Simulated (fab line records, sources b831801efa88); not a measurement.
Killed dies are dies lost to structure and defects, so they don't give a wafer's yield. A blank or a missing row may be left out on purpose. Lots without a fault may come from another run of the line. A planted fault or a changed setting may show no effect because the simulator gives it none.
Which tool did it? | flow sfq_line | 13 lots, 39 wafers sampled, at 5 steps of a route of 325

WHAT THE GAUGES READ, wafer by wafer
SFQ_JJ_RS_MEAS_929: measures by four-point-probe.
lot  | measured     | on            | JJ_NB_RS (ohm/sq)
L819 | day 46 16:16 | film_metro-03 | 1.056 1.052 1.061
L820 | day 47 05:28 | film_metro-04 | 1.046 1.054 1.046
L821 | day 47 09:03 | film_metro-04 | 1.042 1.034 1.048
L822 | day 47 12:40 | film_metro-03 | 1.044 1.048 1.051
L825 | day 51 16:27 | film_metro-02 | 1.043 1.038 1.045
L827 | day 52 12:51 | film_metro-04 | 1.044 0.818 1.033 1.044 0.820 1.033
L829 | day 53 05:27 | film_metro-02 | 1.053 1.055 1.056
L836 | day 55 02:29 | film_metro-04 | 1.066 1.066 1.061
L838 | day 55 13:15 | film_metro-03 | 1.041 1.050 1.045
L839 | day 56 02:15 | film_metro-02 | 1.041 1.043 1.051
L840 | day 56 05:51 | film_metro-04 | 1.044 1.045 1.053
L841 | day 56 07:01 | film_metro-02 | 1.053 1.061 1.053
L842 | day 56 10:40 | film_metro-02 | 1.061 1.055 1.056

WHICH TOOL RAN EACH LOT (tool, then ch and the chambers of the sampled wafers, then the start)
lot  | SFQ_TRILAYER_M3_ETCH_METAL_ETCH_078 | SFQ_TRILAYER_JJ_TRILAYER_DEP_SPUTTER_109 | SFQ_TRILAYER_JJ_TRILAYER_DEP_SPUTTER_110 | SFQ_TRILAYER_JJ_TRILAYER_DEP_SPUTTER_112
L819 | rie_metal-03 ch 0,1, day 27 23:38   | pvd_sputter-06, day 46 15:05             | pvd_sputter-06, day 46 15:09             | pvd_sputter-06, day 46 16:10
L820 | rie_metal-01 ch 0,1, day 28 17:46   | pvd_sputter-04, day 47 04:17             | pvd_sputter-04, day 47 04:21             | pvd_sputter-04, day 47 05:22
L821 | rie_metal-01 ch 0,1, day 28 22:34   | pvd_sputter-05, day 47 07:53             | pvd_sputter-05, day 47 07:57             | pvd_sputter-05, day 47 08:58
L822 | rie_metal-02 ch 0,1, day 29 00:58   | pvd_sputter-04, day 47 11:29             | pvd_sputter-04, day 47 11:34             | pvd_sputter-04, day 47 12:35
L825 | rie_metal-03 ch 1, day 32 22:27     | pvd_sputter-04, day 51 15:17             | pvd_sputter-04, day 51 15:21             | pvd_sputter-04, day 51 16:22
L827 | rie_metal-02 ch 0,1, day 33 11:37   | pvd_sputter-04, day 52 11:41             | pvd_sputter-04, day 52 11:45             | pvd_sputter-04, day 52 12:46
L829 | rie_metal-02 ch 0,1, day 34 07:32   | pvd_sputter-06, day 53 04:17             | pvd_sputter-06, day 53 04:21             | pvd_sputter-06, day 53 05:22
L836 | rie_metal-03 ch 0,1, day 36 21:07   | pvd_sputter-06, day 55 01:17             | pvd_sputter-06, day 55 01:22             | pvd_sputter-06, day 55 02:23
L838 | rie_metal-02 ch 1, day 37 05:31     | pvd_sputter-04, day 55 12:05             | pvd_sputter-04, day 55 12:09             | pvd_sputter-04, day 55 13:10
L839 | rie_metal-03 ch 0,1, day 37 16:19   | pvd_sputter-04, day 56 01:04             | pvd_sputter-04, day 56 01:08             | pvd_sputter-04, day 56 02:09
L840 | rie_metal-01 ch 0,1, day 37 18:46   | pvd_sputter-06, day 56 04:38             | pvd_sputter-06, day 56 04:43             | pvd_sputter-06, day 56 05:44
L841 | rie_metal-01 ch 0,1, day 37 22:19   | pvd_sputter-04, day 56 05:50             | pvd_sputter-04, day 56 05:55             | pvd_sputter-04, day 56 06:56
L842 | rie_metal-01 ch 0,1, day 38 01:58   | pvd_sputter-05, day 56 09:26             | pvd_sputter-05, day 56 09:31             | pvd_sputter-05, day 56 10:32
- SFQ_TRILAYER_M3_ETCH_METAL_ETCH_078: etches Nb in Cl2/Ar, stops on SiO2, target depth 240 nm, time 120 s.
- SFQ_TRILAYER_JJ_TRILAYER_DEP_SPUTTER_109: material Nb, target thk 150 nm, time 100 s.
- SFQ_TRILAYER_JJ_TRILAYER_DEP_SPUTTER_110: material Al, target thk 8 nm, time 10 s.
- SFQ_TRILAYER_JJ_TRILAYER_DEP_SPUTTER_112: material Nb, target thk 170 nm, time 113.3 s.

WHAT THE TOOLS THEMSELVES READ (means of the sampled wafers that have a number; where no wafer has one, the mark that the record gives instead)
SFQ_TRILAYER_M3_ETCH_METAL_ETCH_078.
lot  | tool         | drypump_motor_current_A (A) | oes_product_au (a.u.)
L819 | rie_metal-03 | 5.7                         | 0.885
L820 | rie_metal-01 | 5.4                         | 0.899
L821 | rie_metal-01 | 5.4                         | 0.896
L822 | rie_metal-02 | 6.4                         | 0.888
L825 | rie_metal-03 | 5.0                         | 0.896
L827 | rie_metal-02 | 6.4                         | 0.890
L829 | rie_metal-02 | 6.1                         | 0.890
L836 | rie_metal-03 | 5.6                         | 0.890
L838 | rie_metal-02 | 6.0                         | 0.888
L839 | rie_metal-03 | 5.3                         | 0.905
L840 | rie_metal-01 | 5.5                         | 0.897
L841 | rie_metal-01 | 5.4                         | 0.900
L842 | rie_metal-01 | 5.6                         | 0.899

SFQ_TRILAYER_JJ_TRILAYER_DEP_SPUTTER_109.
lot  | tool           | base_pressure_pa (Pa) | chamber_pressure_pa (Pa) | throttle_valve_pct (%)
L819 | pvd_sputter-06 | 1.43e-06              | 0.13316                  | 29.5
L820 | pvd_sputter-04 | 1.36e-06              | 0.13343                  | 29.5
L821 | pvd_sputter-05 | 1.27e-06              | 0.13330                  | 29.9
L822 | pvd_sputter-04 | 1.40e-06              | 0.13330                  | 29.4
L825 | pvd_sputter-04 | 1.32e-06              | 0.13347                  | 29.2
L827 | pvd_sputter-04 | 1.29e-06              | 0.13343                  | 29.7
L829 | pvd_sputter-06 | 1.38e-06              | 0.13333                  | 29.6
L836 | pvd_sputter-06 | 1.38e-06              | 0.13294                  | 29.5
L838 | pvd_sputter-04 | 1.31e-06              | 0.13366                  | 29.4
L839 | pvd_sputter-04 | 1.37e-06              | 0.13349                  | 29.6
L840 | pvd_sputter-06 | 1.36e-06              | 0.13323                  | 29.4
L841 | pvd_sputter-04 | 1.35e-06              | 0.13303                  | 29.2
L842 | pvd_sputter-05 | 1.34e-06              | 0.13318                  | 30.1

SFQ_TRILAYER_JJ_TRILAYER_DEP_SPUTTER_110.
lot  | tool           | base_pressure_pa (Pa) | chamber_pressure_pa (Pa) | throttle_valve_pct (%)
L819 | pvd_sputter-06 | 1.35e-06              | 0.3995                   | 29.3
L820 | pvd_sputter-04 | 1.30e-06              | 0.3994                   | 29.5
L821 | pvd_sputter-05 | 1.26e-06              | 0.3995                   | 29.9
L822 | pvd_sputter-04 | 1.28e-06              | 0.4002                   | 29.4
L825 | pvd_sputter-04 | 1.31e-06              | 0.4002                   | 29.0
L827 | pvd_sputter-04 | 1.35e-06              | 0.4001                   | 29.6
L829 | pvd_sputter-06 | 1.30e-06              | 0.4001                   | 29.4
L836 | pvd_sputter-06 | 1.32e-06              | 0.4002                   | 29.6
L838 | pvd_sputter-04 | 1.29e-06              | 0.4004                   | 29.4
L839 | pvd_sputter-04 | 1.40e-06              | 0.3999                   | 29.5
L840 | pvd_sputter-06 | 1.32e-06              | 0.3993                   | 29.4
L841 | pvd_sputter-04 | 1.35e-06              | 0.4001                   | 29.3
L842 | pvd_sputter-05 | 1.31e-06              | 0.4001                   | 29.9

SFQ_TRILAYER_JJ_TRILAYER_DEP_SPUTTER_112.
lot  | tool           | base_pressure_pa (Pa) | chamber_pressure_pa (Pa) | throttle_valve_pct (%)
L819 | pvd_sputter-06 | 1.36e-06              | 0.13367                  | 29.5
L820 | pvd_sputter-04 | 1.35e-06              | 0.13336                  | 29.5
L821 | pvd_sputter-05 | 1.32e-06              | 0.13333                  | 30.1
L822 | pvd_sputter-04 | 1.37e-06              | 0.13346                  | 29.6
L825 | pvd_sputter-04 | 1.34e-06              | 0.13318                  | 29.1
L827 | pvd_sputter-04 | 1.35e-06              | 0.13350                  | 29.7
L829 | pvd_sputter-06 | 1.33e-06              | 0.13338                  | 29.4
L836 | pvd_sputter-06 | 1.30e-06              | 0.13329                  | 29.6
L838 | pvd_sputter-04 | 1.34e-06              | 0.13353                  | 29.5
L839 | pvd_sputter-04 | 1.36e-06              | 0.13300                  | 29.3
L840 | pvd_sputter-06 | 1.37e-06              | 0.13345                  | 29.5
L841 | pvd_sputter-04 | 1.35e-06              | 0.13350                  | 29.1
L842 | pvd_sputter-05 | 1.36e-06              | 0.13358                  | 30.1

THE ANSWER, worked out from the rows above alone
Rule: what is usual is taken from the lots themselves. Put in order of their means at a reading, lots are off if they are a third of the lots or fewer, leave a main group of 4 or more, and stand apart from it by a gap of 3 or more times the standard deviation of the main group's means; of several such gaps the widest counts. A main group whose means are all the same, to the digits that the tables above print for the reading, isn't used. A lot without any number at a reading at which 4 lots or more have one is off too. The other lots that the step has rows for count as sound. The gauges are gone through in route order, then the tools' own readings, and for those a lot's mean is taken as printed above. The first step at which some lot is off is used, and at that step the reading that is off furthest; a lot without a number counts as furthest.
Off: L827, at SFQ_JJ_RS_MEAS_929 (JJ_NB_RS). The main group: mean 1.050 ohm/sq, standard deviation 0.0068.
A tool fits if, at a process step before that reading, it ran every lot that is off, and no sound lot after the first of them. The gauges at SFQ_JJ_RS_MEAS_929 are tried like those tools. None of those tried fits.

WHAT THE SIMULATOR HAD PUT IN
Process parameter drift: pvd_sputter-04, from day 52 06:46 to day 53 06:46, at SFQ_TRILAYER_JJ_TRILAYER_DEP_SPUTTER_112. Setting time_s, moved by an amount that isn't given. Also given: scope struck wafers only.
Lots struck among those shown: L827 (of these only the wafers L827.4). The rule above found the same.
